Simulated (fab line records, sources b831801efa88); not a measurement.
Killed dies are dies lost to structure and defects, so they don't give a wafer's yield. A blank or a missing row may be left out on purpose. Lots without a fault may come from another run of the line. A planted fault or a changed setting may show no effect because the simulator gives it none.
fab line records | flow gf180mcu
record lots=24 wafers=72 last_day=34
route steps=602 shown POLY_GATE@169 HV_LDD@187 V2@403 V3@452 M4@457
lots that met no fault: from a run of the same line without faults
start_h: hours from the record's first day to the start of the lot's first wafer shown | wait_h: hours since the lot's step before | " the same as in the row above | L1.1+2: a row that stands for several wafers | - no value, or no start given | * or withheld: withheld | < > ~ a bound
route shown NAME@n: a module of which the file shows steps, and the number in the route of the first | usual: mean/standard deviation of fault-free wafers | same: alike in all rows | chamber/n: place in a boat | sites: the reading at each site | _std_site: their standard deviation | _edge_site: outer sites' mean less inner sites' | radius_mm: how far each site lies from the wafer's centre | mask NAME#n: copy n | behind: the tool/chamber that last shaped the wafer | hold: why the lot was held/for how many hours/how that ended | device: the transistor (n, p or np) that didn't switch | end of line: the same wafers' tests at the end of the route | a step without rows: its recipe alone | killed: dies lost to structure and defects at the first sort, not the wafer's yield | map: a wafer's dies, x killed, . not, _ none there
set.NAME: the setting as run; set.NAME@STEP: as run at that earlier step | model.NAME: the simulator's own value behind a step, which no gauge read
steps of the route over a sample of lots; a table a step, a row a wafer
services: from which hour (start_h, from the record's first day; less than 0 if before it) a tool's chamber was out of use, for how many hours, and why
## steps
# step GF_POLY_GATE_ETCH_12
# recipe chemistry=N2/H2 target_depth_a=withheld overetch_a=withheld time_s=withheld target=BARC ion_energy_ev=200 source_w=500 bias_w=100 pressure_mtorr=30 n2_flow_sccm=100 h2_flow_sccm=200
# usual drypump_motor_current_A=5.7/0.38 oes_product_au=0.735/0.0044 throttle_valve_pct=13.215/0.0086
# columns lot.wafer tool chamber start_h wait_h drypump_motor_current_A oes_product_au throttle_valve_pct
L074.1 rie_diel-04 2 199.96 0.0 5.7 0.737 13.216
L074.5 " 2 " " 5.8 0.734 13.209
L074.6 " 1 " " 5.4 0.731 13.221
L075.1 rie_diel-02 3 204.41 0.0 5.6 0.739 13.223
L075.3 " 2 " " 5.6 0.739 13.204
L075.5 " 2 " " 5.6 0.737 13.217
L076.1 rie_diel-02 1 210.76 0.0 5.7 0.737 13.226
L076.2 " 2 " " 5.6 0.734 13.226
L076.6 " 3 " " 5.6 0.737 13.209
L077.1 rie_diel-01 3 218.25 0.0 6.3 0.728 13.222
L077.2 " 2 " " 5.1 0.734 13.216
L077.4 " 0 " " 5.5 0.730 13.215
L078.2 rie_diel-04 3 224.21 0.0 6.1 0.728 13.207
L078.5 " 3 " " 6.1 0.730 13.232
L078.6 " 0 " " 6.3 0.734 13.221
L079.1 rie_diel-04 1 233.81 0.0 5.3 0.739 13.197
L079.4 " 0 " " 6.3 0.732 13.224
L079.6 " 0 " " 6.3 0.736 13.209
L080.2 rie_diel-01 1 237.81 0.0 5.6 0.733 13.211
L080.5 " 3 " " 6.3 0.733 13.204
L080.6 " 2 " " 5.1 0.738 13.228
L081.1 rie_diel-02 1 245.31 0.0 5.7 0.731 13.228
L081.3 " 0 " " 4.9 0.730 13.219
L081.4 " 3 " " 5.6 0.734 13.227
L082.1 rie_diel-04 3 252.21 0.0 6.1 0.746 13.226
L082.3 " 0 " " 6.3 0.746 13.189
L082.4 " 2 " " 5.7 0.736 13.222
L083.4 rie_diel-04 3 264.00 0.0 6.1 0.738 13.207
L083.5 " 3 " " 6.1 0.738 13.223
L083.6 " 0 " " 6.2 0.734 13.210
L084.1 rie_diel-04 1 270.80 0.0 5.3 0.745 13.224
L084.4 " 0 " " 6.2 0.737 13.210
L084.5 " 1 " " 5.3 0.737 13.225
L085.1 rie_diel-04 2 276.41 0.0 5.7 0.735 13.215
L085.2 " 3 " " 6.0 0.738 13.203
L085.5 " 0 " " 6.2 0.738 13.217
L086.4 rie_diel-01 2 281.72 0.0 5.2 0.732 13.206
L086.5 " 3 " " 6.2 0.742 13.208
L086.6 " 0 " " 5.5 0.741 13.205
L087.1 rie_diel-04 3 289.36 0.0 6.1 0.734 13.203
L087.3 " 2 " " 5.7 0.734 13.217
L087.4 " 0 " " 6.3 0.728 13.223
L088.1 rie_diel-04 1 295.81 0.0 5.3 0.741 13.199
L088.3 " 2 " " 5.7 0.734 13.211
L088.4 " 0 " " 6.2 0.740 13.214
L089.1 rie_diel-01 0 300.81 0.0 5.6 0.728 13.217
L089.3 " 3 " " 6.3 0.740 13.200
L089.4 " 1 " " 5.6 0.735 13.217
L090.4 rie_diel-01 3 306.95 0.0 6.3 0.731 13.215
L090.5 " 2 " " 5.2 0.730 13.205
L090.6 " 1 " " 5.6 0.743 13.214
L091.1 rie_diel-01 2 320.20 0.0 5.2 0.733 13.223
L091.3 " 1 " " 5.6 0.740 13.212
L091.5 " 0 " " 5.6 0.727 13.229
L092.2 rie_diel-04 0 322.76 0.0 6.2 0.737 13.218
L092.3 " 1 " " 5.3 0.733 13.210
L092.5 " 3 " " 6.1 0.743 13.215
L093.1 rie_diel-02 0 334.56 0.0 4.9 0.733 13.216
L093.2 " 1 " " 5.7 0.736 13.219
L093.6 " 1 " " 5.7 0.735 13.217
L094.1 rie_diel-01 1 339.00 0.0 5.6 0.732 13.219
L094.2 " 0 " " 5.6 0.744 13.206
L094.4 " 3 " " 6.3 0.733 13.206
L095.1 rie_diel-04 2 347.36 0.0 5.8 0.734 13.223
L095.2 " 1 " " 5.3 0.734 13.209
L095.3 " 3 " " 6.0 0.731 13.204
L096.2 rie_diel-04 0 353.60 0.0 6.3 0.735 13.207
L096.3 " 2 " " 5.8 0.734 13.219
L096.6 " 3 " " 6.1 0.729 13.211
L097.1 rie_diel-04 0 366.20 0.0 6.2 0.735 13.210
L097.2 " 3 " " 6.0 0.729 13.239
L097.3 " 2 " " 5.7 0.728 13.195
# step GF_HV_LDD_TW_MEAS_11
# usual HV_LDD_TW=2419/22
# columns lot.wafer tool chamber start_h wait_h HV_LDD_TW
L074.1 film_metro-01 - 220.46 0.1 2443
L074.5 " - " " 2439
L074.6 " - " " 2443
L075.1 film_metro-02 - 224.40 0.1 2435
L075.3 " - " " 2416
L075.5 " - " " 2436
L076.1 film_metro-01 - 230.55 0.1 2438
L076.2 " - " " 2438
L076.6 " - " " 2446
L077.1 film_metro-03 - 238.36 0.1 2391
L077.2 " - " " 2395
L077.4 " - " " 2395
L078.2 film_metro-03 - 246.24 0.1 2390
L078.5 " - " " 2392
L078.6 " - " " 2399
L079.1 film_metro-03 - 254.23 0.1 2397
L079.4 " - " " 2402
L079.6 " - " " 2397
L080.2 film_metro-01 - 258.34 0.1 2429
L080.5 " - " " 2421
L080.6 " - " " 2429
L081.1 film_metro-01 - 265.80 0.1 2428
L081.3 " - " " 2436
L081.4 " - " " 2434
L082.1 film_metro-01 - 274.15 0.1 2422
L082.3 " - " " 2433
L082.4 " - " " 2419
L083.4 film_metro-03 - 285.54 0.1 2381
L083.5 " - " " 2382
L083.6 " - " " 2375
L084.1 film_metro-03 - 292.08 0.1 2379
L084.4 " - " " 2381
L084.5 " - " " 2389
L085.1 film_metro-01 - 298.50 0.1 2433
L085.2 " - " " 2435
L085.5 " - " " 2435
L086.4 film_metro-02 - 303.68 0.1 2430
L086.5 " - " " 2414
L086.6 " - " " 2444
L087.1 film_metro-01 - 310.90 0.1 2431
L087.3 " - " " 2419
L087.4 " - " " 2434
L088.1 film_metro-03 - 317.63 0.1 2390
L088.3 " - " " 2390
L088.4 " - " " 2393
L089.1 film_metro-01 - 323.91 0.1 2431
L089.3 " - " " 2422
L089.4 " - " " 2417
L090.4 film_metro-01 - 331.11 0.1 2421
L090.5 " - " " 2423
L090.6 " - " " 2431
L091.1 film_metro-01 - 344.40 0.1 2458
L091.3 " - " " 2450
L091.5 " - " " 2448
L092.2 film_metro-02 - 346.76 0.1 2434
L092.3 " - " " 2423
L092.5 " - " " 2416
L093.1 film_metro-01 - 358.33 0.1 2452
L093.2 " - " " 2451
L093.6 " - " " 2448
L094.1 film_metro-02 - 363.46 0.1 2431
L094.2 " - " " 2444
L094.4 " - " " 2422
L095.1 film_metro-03 - 371.18 0.1 2380
L095.2 " - " " 2382
L095.3 " - " " 2391
L096.2 film_metro-02 - 377.57 0.1 2433
L096.3 " - " " 2426
L096.6 " - " " 2427
L097.1 film_metro-02 - 390.35 0.1 2407
L097.2 " - " " 2426
L097.3 " - " " 2414
# step GF_HV_LDD_STRIP_49
# recipe chemistry=O2/N2 power_w=1400 pressure_mtorr=1500 platen_temp_c=250 o2_flow_sccm=3000 n2_flow_sccm=300 overash_fraction=0.5
# usual drypump_motor_current_A=5.7/0.78 heater_power_w=327/43 oes_product_au=0.716/0.0053 strip_time_to_endpoint_s=12.63/0.034
# columns lot.wafer tool chamber start_h wait_h drypump_motor_current_A heater_power_w oes_product_au rf_hours_counter_h strip_time_to_endpoint_s
L074.1 plasma_asher-02 1 277.20 0.1 5.5 336 0.720 18 12.62
L074.5 " 1 " " 5.4 346 0.711 - 12.63
L074.6 " 0 " " 6.7 319 0.713 - 12.63
L075.1 plasma_asher-01 0 280.91 0.1 6.2 383 0.712 44 12.69
L075.3 " 1 " " 6.6 250 0.719 - 12.72
L075.5 " 1 " " 6.6 268 0.714 - 12.68
L076.1 plasma_asher-02 1 288.26 0.1 5.4 335 0.721 19 12.60
L076.2 " 0 " " 6.8 318 0.717 19 12.58
L076.6 " 1 " " 5.4 330 0.722 - 12.57
L077.1 plasma_asher-03 0 297.58 0.1 5.2 275 0.714 67 12.59
L077.2 " 1 " " 4.6 373 0.709 67 12.60
L077.4 " 1 " " 4.6 368 0.721 - 12.61
L078.2 plasma_asher-03 0 306.10 0.1 5.2 288 0.709 68 12.66
L078.5 " 1 " " 4.6 363 0.713 - 12.62
L078.6 " 0 " " 5.2 278 0.723 - 12.68
L079.1 plasma_asher-01 0 314.05 0.1 6.2 392 0.706 48 12.70
L079.4 " 0 " " 6.2 382 0.709 - 12.68
L079.6 " 1 " " 6.6 268 0.722 - 12.64
L080.2 plasma_asher-02 0 318.76 0.1 6.7 329 0.722 22 12.67
L080.5 " 0 " " 6.7 329 0.722 - 12.64
L080.6 " 1 " " 5.5 342 0.713 - 12.64
L081.1 plasma_asher-01 0 327.30 0.1 6.3 389 0.718 49 12.59
L081.3 " 0 " " 6.3 387 0.720 - 12.58
L081.4 " 1 " " 6.6 271 0.712 - 12.60
L082.1 plasma_asher-01 1 336.76 0.1 6.6 267 0.719 50 12.66
L082.3 " 0 " " 6.3 388 0.713 - 12.64
L082.4 " 1 " " 6.6 262 0.713 - 12.63
L083.4 plasma_asher-02 1 348.61 0.1 5.4 331 0.719 - 12.66
L083.5 " 0 " " 6.7 326 0.722 - 12.65
L083.6 " 1 " " 5.5 342 0.709 - 12.65
L084.1 plasma_asher-03 1 354.13 0.1 4.7 366 0.715 73 12.70
L084.4 " 0 " " 5.2 279 0.714 - 12.67
L084.5 " 0 " " 5.2 277 0.724 - 12.68
L085.1 plasma_asher-03 1 363.10 0.1 4.6 377 0.713 74 12.63
L085.2 " 0 " " 5.2 280 0.718 74 12.60
L085.5 " 0 " " 5.2 278 0.719 - 12.62
L086.4 plasma_asher-03 0 368.49 0.1 5.2 281 0.722 - 12.62
L086.5 " 1 " " 4.6 361 0.728 - 12.63
L086.6 " 0 " " 5.2 280 0.714 - 12.59
L087.1 plasma_asher-01 1 376.61 0.2 6.6 273 0.714 54 12.63
L087.3 " 0 " " 6.3 389 0.713 - 12.61
L087.4 " 1 " " 6.6 265 0.715 - 12.65
L088.1 plasma_asher-01 0 383.54 0.1 6.2 383 0.725 55 12.60
L088.3 " 0 " " 6.2 390 0.715 - 12.61
L088.4 " 1 " " 6.6 268 0.733 - 12.68
L089.1 plasma_asher-03 0 391.29 0.1 5.2 284 0.715 77 12.61
L089.3 " 0 " " 5.2 273 0.726 - 12.61
L089.4 " 1 " " 4.7 360 0.720 - 12.63
L090.4 plasma_asher-01 1 399.46 0.1 6.6 266 0.719 - 12.62
L090.5 " 1 " " 6.6 261 0.721 - 12.67
L090.6 " 0 " " 6.3 392 0.711 - 12.64
L091.1 plasma_asher-03 1 413.29 0.1 4.6 361 0.719 79 12.60
L091.3 " 1 " " 4.6 362 0.720 - 12.56
L091.5 " 1 " " 4.6 359 0.725 - 12.61
L092.2 plasma_asher-02 1 415.79 0.1 5.4 343 0.708 31 12.60
L092.3 " 1 " " 5.4 337 0.719 - 12.64
L092.5 " 0 " " 6.7 327 0.721 - 12.61
L093.1 plasma_asher-03 1 428.80 0.1 4.6 364 0.719 81 12.63
L093.2 " 0 " " 5.2 282 0.716 81 12.68
L093.6 " 0 " " 5.2 282 0.717 - 12.62
L094.1 plasma_asher-02 0 434.25 0.1 6.7 335 0.713 34 12.67
L094.2 " 1 " " 5.5 341 0.720 34 12.64
L094.4 " 0 " " 6.8 323 0.711 - 12.66
L095.1 plasma_asher-02 1 442.65 0.1 5.4 351 0.716 35 12.62
L095.2 " 0 " " 6.7 324 0.720 35 12.62
L095.3 " 0 " " 6.8 322 0.717 - 12.65
L096.2 plasma_asher-03 0 448.79 0.1 5.2 277 0.707 83 12.69
L096.3 " 1 " " 4.7 362 0.721 - 12.65
L096.6 " 0 " " 5.2 287 0.718 - 12.67
L097.1 plasma_asher-03 0 463.04 0.1 5.2 285 0.716 85 12.60
L097.2 " 1 " " 4.6 369 0.724 85 12.60
L097.3 " 0 " " 5.2 285 0.717 - 12.60
# step GF_V2_SPUTTER_21
# recipe material=Ti target_thk_nm=15 chamber_pressure_pa=5 power_w=2500 substrate_temp_c=200 time_s=80.02
# usual throttle_valve_pct=29.8/1
# columns lot.wafer tool chamber start_h wait_h throttle_valve_pct
L074.1 pvd_sputter-01 - 466.91 0.0 29.3
L074.5 " - " " 30.6
L074.6 " - " " 29.9
L075.1 pvd_sputter-02 - 472.06 0.0 31.2
L075.3 " - " " 29.0
L075.5 " - " " 29.5
L076.1 pvd_sputter-02 - 480.55 0.0 29.4
L076.2 " - " " 30.6
L076.6 " - " " 30.4
L077.1 pvd_sputter-03 - 493.74 0.0 31.4
L077.2 " - " " 30.1
L077.4 " - " " 27.9
L078.2 pvd_sputter-03 - 500.77 0.0 30.0
L078.5 " - " " 31.8
L078.6 " - " " 28.2
L079.1 pvd_sputter-02 - 510.32 0.0 30.7
L079.4 " - " " 30.9
L079.6 " - " " 30.5
L080.2 pvd_sputter-02 - 516.40 0.0 30.6
L080.5 " - " " 29.3
L080.6 " - " " 30.6
L081.1 pvd_sputter-01 - 526.49 0.0 30.7
L081.3 " - " " 27.7
L081.4 " - " " 29.1
L082.1 pvd_sputter-03 - 535.57 0.0 31.8
L082.3 " - " " 30.2
L082.4 " - " " 28.3
L083.4 pvd_sputter-01 - 549.14 0.0 30.3
L083.5 " - " " 29.7
L083.6 " - " " 30.6
L084.1 pvd_sputter-02 - 553.15 0.0 29.6
L084.4 " - " " 30.9
L084.5 " - " " 30.5
L085.1 pvd_sputter-03 - 565.00 0.0 31.5
L085.2 " - " " 30.6
L085.5 " - " " 30.4
L086.4 pvd_sputter-03 - 568.80 0.0 31.8
L086.5 " - " " 30.3
L086.6 " - " " 30.4
L087.1 pvd_sputter-02 - 576.65 0.0 30.5
L087.3 " - " " 29.2
L087.4 " - " " 31.1
L088.1 pvd_sputter-02 - 582.91 0.0 30.6
L088.3 " - " " 29.3
L088.4 " - " " 30.8
L089.1 pvd_sputter-01 - 589.55 0.0 29.8
L089.3 " - " " 29.0
L089.4 " - " " 29.7
L090.4 pvd_sputter-02 - 596.76 0.0 29.6
L090.5 " - " " 29.1
L090.6 " - " " 30.9
L091.1 pvd_sputter-02 - 610.69 0.0 29.2
L091.3 " - " " 30.8
L091.5 " - " " 28.9
L092.2 pvd_sputter-03 - 613.17 0.0 31.7
L092.3 " - " " 30.0
L092.5 " - " " 30.0
L093.1 pvd_sputter-02 - 623.08 0.0 30.9
L093.2 " - " " 29.5
L093.6 " - " " 30.6
L094.1 pvd_sputter-01 - 628.91 0.0 27.9
L094.2 " - " " 29.8
L094.4 " - " " 29.1
L095.1 pvd_sputter-03 - 635.13 0.0 28.0
L095.2 " - " " 30.3
L095.3 " - " " 30.7
L096.2 pvd_sputter-01 - 638.01 0.0 30.8
L096.3 " - " " 28.9
L096.6 " - " " 28.9
L097.1 pvd_sputter-02 - 653.18 0.0 30.4
L097.2 " - " " 31.1
L097.3 " - " " 28.7
# step GF_V3_CVD_23
# recipe material=W target_thk_nm=350 time_s=104.9 temp_c=400 pressure_torr=40
# usual heater_power_w=815/71
# columns lot.wafer tool chamber start_h wait_h heater_power_w
L074.1 cvd_w-02 0 517.17 0.0 697
L074.5 " 1 " " 865
L074.6 " 0 " " 698
L075.1 cvd_w-02 0 522.63 0.0 670
L075.3 " 0 " " 684
L075.5 " 0 " " 705
L076.1 cvd_w-01 0 531.15 0.0 826
L076.2 " 1 " " 854
L076.6 " 0 " " 838
L077.1 cvd_w-02 0 543.10 0.0 687
L077.2 " 1 " " 847
L077.4 " 1 " " 862
L078.2 cvd_w-02 1 549.88 0.0 868
L078.5 " 0 " " 691
L078.6 " 1 " " 844
L079.1 cvd_w-01 0 559.30 0.0 813
L079.4 " 0 " " 826
L079.6 " 0 " " 828
L080.2 cvd_w-02 1 564.59 0.0 863
L080.5 " 1 " " 867
L080.6 " 0 " " 686
L081.1 cvd_w-02 1 574.25 0.0 844
L081.3 " 1 " " 860
L081.4 " 0 " " 710
L082.1 cvd_w-02 0 583.39 0.0 689
L082.3 " 0 " " 686
L082.4 " 1 " " 866
L083.4 cvd_w-02 0 595.59 0.0 692
L083.5 " 1 " " 852
L083.6 " 0 " " 687
L084.1 cvd_w-01 0 599.34 0.0 817
L084.4 " 0 " " 830
L084.5 " 0 " " 841
L085.1 cvd_w-01 1 611.05 0.0 888
L085.2 " 0 " " 831
L085.5 " 1 " " 853
L086.4 cvd_w-01 1 614.98 0.1 890
L086.5 " 0 " " 841
L086.6 " 1 " " 862
L087.1 cvd_w-01 0 621.83 0.0 823
L087.3 " 1 " " 870
L087.4 " 0 " " 830
L088.1 cvd_w-02 0 626.98 0.0 691
L088.3 " 1 " " 853
L088.4 " 0 " " 671
L089.1 cvd_w-01 1 635.01 0.0 866
L089.3 " 0 " " 838
L089.4 " 1 " " 870
L090.4 cvd_w-02 1 640.74 0.1 855
L090.5 " 0 " " 709
L090.6 " 1 " " 873
L091.1 cvd_w-02 0 653.87 0.0 692
L091.3 " 1 " " 868
L091.5 " 1 " " 859
L092.2 cvd_w-01 0 656.52 0.0 843
L092.3 " 0 " " 834
L092.5 " 0 " " 857
L093.1 cvd_w-01 0 666.72 0.0 832
L093.2 " 1 " " 895
L093.6 " 1 " " 878
L094.1 cvd_w-02 0 672.00 0.0 701
L094.2 " 1 " " 851
L094.4 " 1 " " 864
L095.1 cvd_w-01 1 676.97 0.0 889
L095.2 " 0 " " 819
L095.3 " 1 " " 873
L096.2 cvd_w-01 1 681.20 0.0 872
L096.3 " 1 " " 872
L096.6 " 0 " " 824
L097.1 cvd_w-01 0 695.04 0.0 841
L097.2 " 1 " " 889
L097.3 " 1 " " 887
# step GF_M4_SPUTTER_01
# recipe material=TiN target_thk_nm=30 power_w=6500 time_s=25 chamber_pressure_pa=0.4
# usual throttle_valve_pct=29.7/1.1
# columns lot.wafer tool chamber start_h wait_h throttle_valve_pct
L074.1 pvd_sputter-03 - 517.86 0.1 27.8
L074.5 " - " " 30.2
L074.6 " - " " 28.1
L075.1 pvd_sputter-04 - 523.32 0.1 29.5
L075.3 " - " " 30.3
L075.5 " - " " 28.8
L076.1 pvd_sputter-03 - 531.84 0.1 30.3
L076.2 " - " " 31.4
L076.6 " - " " 31.6
L077.1 pvd_sputter-01 - 543.85 0.1 30.5
L077.2 " - " " 27.7
L077.4 " - " " 29.0
L078.2 pvd_sputter-04 - 550.58 0.1 30.5
L078.5 " - " " 29.9
L078.6 " - " " 30.8
L079.1 pvd_sputter-04 - 559.99 0.1 29.3
L079.4 " - " " 30.6
L079.6 " - " " 30.1
L080.2 pvd_sputter-03 - 565.28 0.1 31.6
L080.5 " - " " 30.0
L080.6 " - " " 27.9
L081.1 pvd_sputter-03 - 574.99 0.1 31.5
L081.3 " - " " 30.2
L081.4 " - " " 28.1
L082.1 pvd_sputter-03 - 584.08 0.1 31.4
L082.3 " - " " 30.4
L082.4 " - " " 30.0
L083.4 pvd_sputter-01 - 596.26 0.0 29.1
L083.5 " - " " 27.9
L083.6 " - " " 29.8
L084.1 pvd_sputter-04 - 600.03 0.1 30.3
L084.4 " - " " 29.7
L084.5 " - " " 30.3
L085.1 pvd_sputter-01 - 611.75 0.1 30.0
L085.2 " - " " 30.7
L085.5 " - " " 27.8
L086.4 pvd_sputter-03 - 615.64 0.1 31.6
L086.5 " - " " 30.3
L086.6 " - " " 30.4
L087.1 pvd_sputter-04 - 622.53 0.1 30.0
L087.3 " - " " 28.5
L087.4 " - " " 30.4
L088.1 pvd_sputter-01 - 627.67 0.1 29.3
L088.3 " - " " 27.8
L088.4 " - " " 29.6
L089.1 pvd_sputter-04 - 635.70 0.1 30.6
L089.3 " - " " 28.6
L089.4 " - " " 30.3
L090.4 pvd_sputter-01 - 641.39 0.1 29.6
L090.5 " - " " 29.9
L090.6 " - " " 30.5
L091.1 pvd_sputter-03 - 654.56 0.1 30.2
L091.3 " - " " 28.0
L091.5 " - " " 30.3
L092.2 pvd_sputter-03 - 657.30 0.1 30.7
L092.3 " - " " 28.0
L092.5 " - " " 29.8
L093.1 pvd_sputter-01 - 667.41 0.1 29.7
L093.2 " - " " 29.0
L093.6 " - " " 30.5
L094.1 pvd_sputter-01 - 672.70 0.1 30.7
L094.2 " - " " 29.1
L094.4 " - " " 27.9
L095.1 pvd_sputter-04 - 677.66 0.1 30.4
L095.2 " - " " 29.8
L095.3 " - " " 28.7
L096.2 pvd_sputter-03 - 681.89 0.1 31.8
L096.3 " - " " 28.1
L096.6 " - " " 31.5
L097.1 pvd_sputter-01 - 695.74 0.1 30.6
L097.2 " - " " 29.7
L097.3 " - " " 29.2
## services
# columns tool chamber start_h hours kind
rie_diel-04 - 193.46 2.8 pm
pvd_sputter-01 - 195.60 0.8 repair
pvd_sputter-03 - 213.81 26.5 repair
pvd_sputter-03 - 223.01 7.9 repair
cvd_w-02 - 250.79 0.3 repair
cvd_w-01 - 259.81 6.9 pm
rie_diel-04 - 274.94 1.2 repair
pvd_sputter-03 - 275.45 5.0 repair
cvd_w-01 0 282.15 15.0 repair
rie_diel-04 1 296.19 6.0 repair
rie_diel-04 2 312.14 2.5 repair
cvd_w-02 1 313.70 1.6 repair
cvd_w-01 0 317.03 16.7 repair
cvd_w-02 - 327.17 6.0 pm
cvd_w-02 - 358.56 1.0 repair
cvd_w-01 - 382.15 14.6 pm
rie_diel-04 1 387.91 3.5 repair
rie_diel-04 - 391.91 14.6 pm
rie_diel-04 1 452.13 3.0 repair
rie_diel-04 1 472.97 3.9 repair
rie_diel-04 1 560.78 12.4 repair
pvd_sputter-01 - 562.10 11.0 repair
pvd_sputter-01 - 600.53 6.9 repair
rie_diel-04 2 690.12 6.8 repair
## key
fault none
